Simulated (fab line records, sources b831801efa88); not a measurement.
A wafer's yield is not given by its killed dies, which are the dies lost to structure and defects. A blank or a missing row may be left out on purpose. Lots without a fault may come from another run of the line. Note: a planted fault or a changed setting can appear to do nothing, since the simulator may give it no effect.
Problem report in the 8D (eight disciplines) form, filled by code ; flow sky130 ; the parts of the form that need people (team, actions taken, sign-off) are left out

1. WHAT WENT WRONG
Mean CAPM_TIN_RS at SKY_CAPM_RS_MEAS_03: 5.97 ohm/sq over 3 wafers in 2 lots; fault-free wafers: 6.88 ohm/sq, standard deviation 0.078. Measured from the usual mean, that is -12 standard deviations.
The step: measures by four-point-probe.
First seen on wafer L742.3, day 43 15:25, on film metro-01. At this step, 27 wafers from 9 lots have a number in the record. Rule for "out" (also "out of limits"): further than 4 standard deviations from the usual mean. Any other wafer with a number is counted as sound.

2. WHAT IT IS AND WHAT IT IS NOT
question;is;is not
which readings at this step;CAPM_TIN_RS;-
which lots;L742, L743;L724, L726, L728, L729, L731, L732, L744
which wafers of those lots;L742.3, L743.2, L743.6;L742.1, L742.6, L743.5
read on which gauges;film metro-01;film metro-02, film metro-04
when;from day 43 15:25;"up to then (20 sound wafers); but 4 sound wafers of L743, L744 came after"

3. THE SUSPECTS, EACH WITH WHAT RULES IT OUT
Counting: if a tool at a process step up to the reading ran every lot that is out, it stays a suspect. Sound lots after the first of them don't rule it out here, since some wafers of a struck lot are sound.
- the gauge at SKY_CAPM_RS_MEAS_03: ruled out. All the wafers that are out were read on film metro-01, but those of them that SKY_CAPM_SPUTTER_02 has rows for are out there too, on other tools.
- pvd sputter-02 at SKY_CAPM_SPUTTER_02 (material TiN, target thk 200 nm, time 166.7 s): kept. It ran every lot that is out, first L742 (day 43 15:19); its last sound lot up to then is L732 (day 40 14:50). Out on those wafers are its own readings of cathode dc power W.
The count leaves pvd sputter-02 at SKY_CAPM_SPUTTER_02.

4. THE CAUSE (what the simulator had put in)
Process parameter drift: pvd sputter-02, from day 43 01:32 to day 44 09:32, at SKY_CAPM_SPUTTER_02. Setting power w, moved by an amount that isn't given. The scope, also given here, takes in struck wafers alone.
This tool alone remained once counting was done.

5. THE EFFECT CHAIN, in route order
One row per reading whose mean, taken over the struck wafers that have a number, lies over 3 standard deviations from the usual. Scope: only readings with a usual standard deviation given in the record; hours: median across lots of the time from each lot's start at the first step in this table that gives one to its start at this step; sigmas: change in usual standard deviations.
hours;step;reading;usual;on struck wafers;change;sigmas
0;SKY_CAPM_SPUTTER_02;cathode dc power W;6499.9 W;7419.1;+919.2;+99 or more
0;SKY_CAPM_RS_MEAS_03;CAPM_TIN_RS;6.88 ohm/sq;5.97;-0.91;-12
0;SKY_CAPM_THK_MEAS_04;CAPM_TIN_THK;201.1 nm;231.2;+30.1;+13
23;SKY_CAPM_METAL_ETCH_13;oes product au;0.943 a.u.;0.994;+0.051;+6.0
190;SKY_PAD_OPEN_PROBE_99;defect limited yield;82.5 %;2.9;-79.6;-36
190;SKY_PAD_OPEN_PROBE_99;killed at other;0.2;390.0;+389.8;+99 or more
190;SKY_PAD_OPEN_PROBE_99;killed dies;86;478;+392;+36
190;SKY_PAD_OPEN_PROBE_99;killed on rim;17;90;+73;+20
It contains these process steps:
- SKY_CAPM_SPUTTER_02: material TiN, target thk 200 nm, time 166.7 s.
- SKY_CAPM_METAL_ETCH_13: etches TiN in Cl2/BCl3, stops on SiO2, target depth 220 nm, time 62.9 s.
- SKY_PAD_OPEN_PROBE_99

6. WHAT WOULD HAVE CAUGHT IT SOONER
In this record the first reading out of limits at a measuring or inspecting step was taken at day 43 15:25, 14 hours after the fault began at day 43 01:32.
Tool's own readings at SKY_CAPM_SPUTTER_02, cathode dc power W: out on all struck wafers the step has rows for; an alarm limit on them would have tripped on the first.
Among the 2 lots that are out, L743 began SKY_CAPM_SPUTTER_02 on pvd sputter-02 after day 43 15:25. Putting the tool on hold at that point would have spared it.
